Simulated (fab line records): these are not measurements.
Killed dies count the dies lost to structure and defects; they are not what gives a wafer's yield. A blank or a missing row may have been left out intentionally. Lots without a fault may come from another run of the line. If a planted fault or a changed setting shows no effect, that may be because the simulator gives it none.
fab line records ; flow sky130
record: lots: 5; wafers: 15; lastDay: 49
route steps=708 shown METAL2@489 PAD_OPEN@708
lots untouched by any fault: they come from a run of this same line in which no faults occurred
startH: start of the lot's first displayed wafer, in hours after the record's first day ; waitH: hours elapsed since this lot's preceding step ; " same as the row above ; L1.1+2: a single row standing in for several wafers ; - no value present, or no start provided ; * or withheld: withheld ; < > ~ a bound
route shown NAME@n: a module of which the file shows steps, and the number in the route of the first ; usual: the fault-free wafers' mean and standard deviation ; same: alike in all rows ; chamber/n: place in a boat ; sites: each site's reading ; _std_site: how widely they spread, as a standard deviation ; _edge_site: inner sites' mean taken away from outer sites' mean ; radiusMm: how far each site lies from the wafer's centre ; mask NAME#n: copy n ; behind: the tool/chamber that last shaped the wafer ; hold: cause of the lot's hold/its duration in hours/its outcome ; device: which transistor (n, p or np) failed to switch ; end of line: the tests these same wafers got at the end of their route ; for a step that has no rows: nothing shown but its recipe ; killed: the dies lost at the first sort to structure and to defects; this is not the yield of the wafer ; map: a wafer's dies, x killed, . not, _ none there
set.NAME: the setting the step ran with; set.NAME@STEP: the setting that earlier step ran with ; model.NAME: the simulator's own value behind a step, which no gauge read
certain route steps with their lots: each step a table, each wafer a row
services: when a tool's chamber went out of use (startH, in hours from the record's first day, below 0 if earlier), for how many hours, and the reason
== steps ==
step: SKY_METAL2_THK_MEAS_06
recipe: thkMeasGauge: xrf; reads: AlCu_of_METAL2_SPUTTER_02
usual: METAL2_ALCU_THK: 252.0/3
lot.wafer;tool;chamber;startH;waitH;METAL2_ALCU_THK[nm]
L604.1;filmMetro-02;-;838.89;0.1;249.1
L604.3;filmMetro-02;-;838.89;0.1;252.3
L604.6;filmMetro-02;-;838.89;0.1;252.3
L608.2;filmMetro-02;-;882.80;0.1;248.4
L608.3;filmMetro-02;-;882.80;0.1;250.2
L608.4;filmMetro-02;-;882.80;0.1;250.4
L609.2;filmMetro-02;-;890.04;0.1;251.8
L609.4;filmMetro-02;-;890.04;0.1;252.5
L609.6;filmMetro-02;-;890.04;0.1;254.6
L610.2;filmMetro-04;-;894.05;0.1;251.3
L610.3;filmMetro-04;-;894.05;0.1;250.6
L610.5;filmMetro-04;-;894.05;0.1;252.7
L613.1;filmMetro-02;-;919.02;0.1;255.5
L613.5;filmMetro-02;-;919.02;0.1;252.2
L613.6;filmMetro-02;-;919.02;0.1;249.0
step: SKY_METAL2_DEHYDRATE_07
recipe: tempC: 200; timeS: 60
step: SKY_METAL2_HMDS_08
recipe: primeTimeS: 60; primeTempC: 120
step: SKY_METAL2_COAT_09
recipe: resist: BARC; tempC: withheld; timeS: withheld; spinRpm: 3000; resistThkNm: 60
step: SKY_METAL2_COAT_10
recipe: resist: KrF-thick; spinRpm: 3000; resistThkNm: 450
step: SKY_METAL2_SOFTBAKE_11
recipe: tempC: 100; timeS: 90; resist: KrF-thick
step: SKY_METAL2_EXPOSE_12
recipe: maskId: MM2; na: 0.8; sourceShape: annular; sigmaInner: 0.55; sigmaOuter: 0.85; targetCdNm: 140; doseMj: 28
step: SKY_METAL2_PEB_13
recipe: pebTempC: withheld; pebTimeS: withheld; resist: KrF-thick
step: SKY_METAL2_DEVELOP_14
recipe: developTimeS: 57.98; resist: KrF-thick; devTempC: 21
step: SKY_METAL2_CD_MEAS_15
recipe: targetCdNm: 140
usual: cdNm: 140.2/1.3
lot.wafer;tool;chamber;startH;waitH;cdNm
L604.1;cdSem-01;-;865.05;-;141.2
L604.3;cdSem-01;-;865.05;-;140.6
L604.6;cdSem-01;-;865.05;-;140.2
L608.2;cdSem-02;-;909.12;-;141.5
L608.3;cdSem-02;-;909.12;-;140.6
L608.4;cdSem-02;-;909.12;-;141.0
L609.2;cdSem-01;-;915.95;-;140.4
L609.4;cdSem-01;-;915.95;-;142.5
L609.6;cdSem-01;-;915.95;-;140.5
L610.2;cdSem-01;-;919.90;-;139.5
L610.3;cdSem-01;-;919.90;-;139.1
L610.5;cdSem-01;-;919.90;-;139.9
L613.1;cdSem-02;-;944.00;-;140.5
L613.5;cdSem-02;-;944.00;-;140.2
L613.6;cdSem-02;-;944.00;-;140.8
step: SKY_METAL2_OVL_MEAS_16
usual: METAL2_OVL: -2/5
lot.wafer;tool;chamber;startH;waitH;METAL2_OVL[nm]
L604.1;overlay-02;-;865.17;0.1;1
L604.3;overlay-02;-;865.17;0.1;-1
L604.6;overlay-02;-;865.17;0.1;1
L608.2;overlay-02;-;909.22;0.1;1
L608.3;overlay-02;-;909.22;0.1;-3
L608.4;overlay-02;-;909.22;0.1;-3
L609.2;overlay-01;-;916.06;0.1;2
L609.4;overlay-01;-;916.06;0.1;-8
L609.6;overlay-01;-;916.06;0.1;-5
L610.2;overlay-01;-;920.01;0.1;-1
L610.3;overlay-01;-;920.01;0.1;-4
L610.5;overlay-01;-;920.01;0.1;-1
L613.1;overlay-02;-;944.12;0.1;1
L613.5;overlay-02;-;944.12;0.1;4
L613.6;overlay-02;-;944.12;0.1;14
step: SKY_METAL2_DESCUM_17
recipe: chemistry: O2; sourcePowerW: 150; biasPowerW: 0; pressureMtorr: 10; tempC: 40; timeS: 8
usual: chamberPressureMTorr: 10.000/0.011; drypumpMotorCurrentA: 5.6/0.56; oesProductAu: 0.998/0.017
same: biasPowerW: 0
lot.wafer;tool;chamber;startH;waitH;chamberPressureMTorr;drypumpMotorCurrentA;oesProductAu;rfHoursCounterH
L604.1;rieMetal-02;1;865.20;0.0;9.990;5.8;1.001;16
L604.3;rieMetal-02;0;865.20;0.0;9.987;6.6;1.022;-
L604.6;rieMetal-02;0;865.20;0.0;9.993;6.6;1.011;-
L608.2;rieMetal-02;0;909.25;0.0;9.986;6.6;1.014;3
L608.3;rieMetal-02;1;909.25;0.0;10.009;5.8;0.994;-
L608.4;rieMetal-02;0;909.25;0.0;10.018;6.6;1.020;-
L609.2;rieMetal-04;0;916.09;0.0;9.988;5.0;0.983;8
L609.4;rieMetal-04;1;916.09;0.0;9.992;5.1;0.998;-
L609.6;rieMetal-04;1;916.09;0.0;10.005;5.1;1.007;-
L610.2;rieMetal-04;1;920.04;0.0;10.007;5.2;0.997;18
L610.3;rieMetal-04;1;920.04;0.0;10.017;5.1;0.995;-
L610.5;rieMetal-04;0;920.04;0.0;10.001;5.0;0.989;-
L613.1;rieMetal-04;1;944.16;0.0;9.993;5.2;0.994;19
L613.5;rieMetal-04;1;944.16;0.0;9.988;5.1;1.004;-
L613.6;rieMetal-04;0;944.16;0.0;9.998;5.1;0.987;-
step: SKY_METAL2_ETCH_18
recipe: chemistry: N2/H2; target: BARC; ionEnergyEv: 200; biasW: 100; pressureMtorr: 30; n2FlowSccm: 100; h2FlowSccm: 200; icpW: 500; stopOn: SiO2; timeS: 45.9; targetDepthA: 600
usual: biasW: 100.01/0.26; chamberPressureMTorr: 30.000/0.027; drypumpMotorCurrentA: 5.6/0.56; oesProductAu: 0.856/0.0048; throttleValvePct: 13.225/0.0091
lot.wafer;tool;chamber;startH;waitH;biasW;chamberPressureMTorr;drypumpMotorCurrentA;oesProductAu;rfHoursCounterH;throttleValvePct;model.KrF-thick_of_METAL2_COAT_10.thkNm;model.METAL2.cdNm
L604.1;rieMetal-02;1;865.23;0.0;100.22;30.003;5.8;0.854;16;13.217;392.3;143
L604.3;rieMetal-02;0;865.23;0.0;99.44;30.070;6.6;0.853;-;13.221;393.2;141.1
L604.6;rieMetal-02;0;865.23;0.0;100.31;30.039;6.6;0.863;-;13.230;392.5;140.5
L608.2;rieMetal-02;0;909.28;0.0;99.65;30.020;6.6;0.859;3;13.230;391.2;142.3
L608.3;rieMetal-02;1;909.28;0.0;100.25;30.025;5.8;0.864;-;13.230;393.4;143.2
L608.4;rieMetal-02;0;909.28;0.0;99.49;29.978;6.6;0.861;-;13.229;390.1;141.1
L609.2;rieMetal-04;0;916.12;0.0;100.31;30.007;5.0;0.848;8;13.218;396.7;141.6
L609.4;rieMetal-04;1;916.12;0.0;100.08;29.981;5.2;0.856;-;13.219;393.5;142.6
L609.6;rieMetal-04;1;916.12;0.0;99.73;30.006;5.1;0.858;-;13.226;393.2;140.9
L610.2;rieMetal-04;1;920.07;0.0;100.56;30.002;5.2;0.864;18;13.219;394.1;140.1
L610.3;rieMetal-04;1;920.07;0.0;100.42;29.978;5.2;0.855;-;13.215;394.4;139.5
L610.5;rieMetal-04;0;920.07;0.0;99.88;30.028;5.1;0.859;-;13.230;396;140.3
L613.1;rieMetal-04;1;944.19;0.0;99.73;30.041;5.1;0.857;19;13.217;393;140.8
L613.5;rieMetal-04;1;944.19;0.0;100.68;30.019;5.1;0.853;-;13.250;393.7;141.2
L613.6;rieMetal-04;0;944.19;0.0;99.58;30.010;5.1;0.862;-;13.228;367;135.3
step: SKY_METAL2_METAL_ETCH_19
recipe: targetDepthA: 3600; stopOn: SiO2; overEtchFrac: 0.3; timeS: 78; chemistry: Cl2/BCl3; resistSidewallDeg: 88; pressureMtorr: 10; icpW: 900; biasW: 48.5; Cl2_flow_sccm: 60; bcl3FlowSccm: 30
usual: bcl3FlowSccm: 30.01/0.093; biasW: 48.52/0.15; chamberPressureMTorr: 10.000/0.0098; drypumpMotorCurrentA: 5.6/0.56; mfcCl2Sccm: 60.05/0.18; oesProductAu: 0.856/0.0063; throttleValvePct: 22.264/0.0084
lot.wafer;tool;chamber;startH;waitH;bcl3FlowSccm;biasW;chamberPressureMTorr;drypumpMotorCurrentA;mfcCl2Sccm;oesProductAu;rfHoursCounterH;throttleValvePct;model.KrF-thick_of_METAL2_COAT_10.thkNm
L604.1;rieMetal-02;1;865.30;0.0;29.92;48.23;9.990;5.8;59.95;0.853;16;22.262;157
L604.3;rieMetal-02;0;865.30;0.0;30.05;48.11;10.006;6.6;59.91;0.850;-;22.258;151.5
L604.6;rieMetal-02;0;865.30;0.0;30.10;48.44;10.007;6.6;60.22;0.861;-;22.259;153.7
L608.2;rieMetal-02;0;909.35;0.0;30.08;48.70;10.007;6.6;59.97;0.857;3;22.267;147.7
L608.3;rieMetal-02;1;909.35;0.0;29.87;48.46;9.996;5.8;60.08;0.855;-;22.263;160.8
L608.4;rieMetal-02;0;909.35;0.0;30.02;48.64;9.999;6.6;59.98;0.858;-;22.280;148
L609.2;rieMetal-04;0;916.18;0.0;30.14;48.28;10.004;5.1;59.96;0.854;8;22.265;169.8
L609.4;rieMetal-04;1;916.18;0.0;29.90;48.41;9.991;5.1;59.86;0.861;-;22.260;160.3
L609.6;rieMetal-04;1;916.18;0.0;30.08;48.51;10.014;5.1;60.01;0.862;-;22.264;159.8
L610.2;rieMetal-04;1;920.13;0.0;29.97;48.49;10.005;5.1;59.98;0.870;18;22.266;161.5
L610.3;rieMetal-04;1;920.13;0.0;30.01;48.81;9.986;5.1;59.88;0.854;-;22.271;160.5
L610.5;rieMetal-04;0;920.13;0.0;30.06;48.44;9.984;5.1;60.00;0.857;-;22.263;167.5
L613.1;rieMetal-04;1;944.25;0.0;29.97;48.81;10.010;5.1;59.96;0.862;19;22.277;158.5
L613.5;rieMetal-04;1;944.25;0.0;29.98;48.62;9.995;5.2;59.81;0.852;-;22.264;159.9
L613.6;rieMetal-04;0;944.25;0.0;30.08;48.65;10.013;5.0;60.00;0.851;-;22.255;140.8
step: SKY_METAL2_STRIP_20
recipe: chemistry: O2/N2; powerW: 1400; pressureMtorr: 1500; platenTempC: withheld; o2FlowSccm: 3000; n2FlowSccm: 300; overashFraction: 0.5
usual: chamberPressureMTorr: 1500.1/1.4; drypumpMotorCurrentA: 5.7/0.47; oesProductAu: 0.344/0.006; stripTimeToEndpointS: 2.71/0.082
lot.wafer;tool;chamber;startH;waitH;chamberPressureMTorr;drypumpMotorCurrentA;oesProductAu;rfHoursCounterH;stripTimeToEndpointS
L604.1;plasmaAsher-01;0;865.39;0.1;1496.0;6.4;0.347;12;2.67
L604.3;plasmaAsher-01;0;865.39;0.1;1502.6;6.4;0.338;-;2.62
L604.6;plasmaAsher-01;1;865.39;0.1;1500.2;5.4;0.339;-;2.64
L608.2;plasmaAsher-03;0;909.44;0.1;1497.3;5.1;0.337;113;2.59
L608.3;plasmaAsher-03;1;909.44;0.1;1501.2;6.0;0.349;-;2.71
L608.4;plasmaAsher-03;0;909.44;0.1;1503.5;5.1;0.341;-;2.57
L609.2;plasmaAsher-03;1;916.27;0.1;1499.3;6.0;0.354;113;2.82
L609.4;plasmaAsher-03;0;916.27;0.1;1500.3;5.1;0.344;-;2.72
L609.6;plasmaAsher-03;0;916.27;0.1;1499.6;5.0;0.342;-;2.71
L610.2;plasmaAsher-03;0;920.22;0.1;1502.9;5.1;0.350;114;2.70
L610.3;plasmaAsher-03;1;920.22;0.1;1501.2;6.0;0.340;-;2.71
L610.5;plasmaAsher-03;0;920.22;0.1;1498.3;5.1;0.354;-;2.80
L613.1;plasmaAsher-03;0;944.34;0.1;1500.2;5.1;0.342;117;2.69
L613.5;plasmaAsher-03;0;944.34;0.1;1499.8;5.1;0.340;-;2.70
L613.6;plasmaAsher-03;1;944.34;0.1;1500.8;6.0;0.337;-;2.50
step: SKY_PAD_OPEN_PROBE_99
usual: defectLimitedYield: 82.4/1.9; killed_at_M0_to_M3: 43/7.5; killed_at_M4_up: 3.2/1.9; killedAtContacts: 24/4.9; killedAtFrontEnd: 15/4.3; killedAtOther: 0.4/0.72; killedDies: 86/9.1; killedOpen: 47/6.5; killedShort: 39/6.5; sort_bin_3_pad_short: 0.9/0.43; sort_bin_5_function: 10.4/1.3; sort_bin_6_memory: 6.3/1.2; sortNPass: 406/9.1; sortYieldPct: 82.4/1.9
same: grossDies: 492; killedAtBackSide: 0; sort_bin_4_leakage[%]: 0; sort_bin_8_speed[%]: 0
lot.wafer;tool;chamber;startH;waitH;defectLimitedYield[%];killed_at_M0_to_M3;killed_at_M4_up;killedAtContacts;killedAtFrontEnd;killedAtOther;killedDies;killedOpen;killedShort;sort_bin_3_pad_short[%];sort_bin_5_function[%];sort_bin_6_memory[%];sortNPass;sortYieldPct[%]
L610.2;prober-01;-;1155.61;0.1;84.1;28;3;28;19;0;78;43;33;0.6;9.8;5.5;414;84.1
L610.3;prober-01;-;1155.66;0.2;83.3;37;6;26;13;0;82;40;40;0.4;9.1;7.1;410;83.3
L610.5;prober-01;-;1155.76;0.2;86.0;42;2;18;7;0;69;41;28;0.4;8.1;5.5;423;86.0
killed by level:class
L610.2 CONTACT:geometricParticle:open=12 FIELD_ISO:geometricParticle:open=10 VIA2:geometricParticle:open=6 VIA3:geometricParticle:open=6 METAL1:geometricParticle:short=5 LI_CONTACT:geometricParticle:open=4 LOCAL_INTERCONNECT:geometricParticle:short=4 CONTACT:geometricParticle:short=4
L610.3 CONTACT:geometricParticle:open=8 VIA2:geometricParticle:open=7 METAL1:geometricParticle:short=5 VIA1:geometricParticle:open=5 VIA3:geometricParticle:open=5 METAL4:geometricParticle:short=5 FIELD_ISO:geometricParticle:open=4 LI_CONTACT:geometricParticle:short=4
L610.5 VIA1:geometricParticle:open=11 METAL1:geometricParticle:short=10 CONTACT:geometricParticle:open=9 VIA3:geometricParticle:open=8 LI_CONTACT:geometricParticle:open=5 VIA2:geometricParticle:open=5 FIELD_ISO:geometricParticle:short=3 VIA1:geometricParticle:short=3
== services ==
tool;chamber;startH;hours;kind
plasmaAsher-01;-;913.00;7.8;repair
rieMetal-02;1;932.55;-;clean
rieMetal-02;1;932.55;27.1;scheduledDown
rieMetal-02;1;932.55;27.1;ventCycle
== key ==
firstSign none at tools or gauges
modelEffect: step: SKY_METAL2_ETCH_18; value: KrF-thick_of_METAL2_COAT_10.thkNm; without: 395.3; struck: 367
modelEffect: step: SKY_METAL2_METAL_ETCH_19; value: KrF-thick_of_METAL2_COAT_10.thkNm; without: 169.1; struck: 140.8
metAt SKY_METAL2_ETCH_18
struckWafers L613.6
onsetBetween 920.07 944.19
fault: kind: processParameterDrift; tool: rieMetal-04; chamber: 0; onsetH: 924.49; steps: SKY_METAL2_ETCH_18; channel: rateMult; offset: 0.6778; shape: step; endH: 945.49
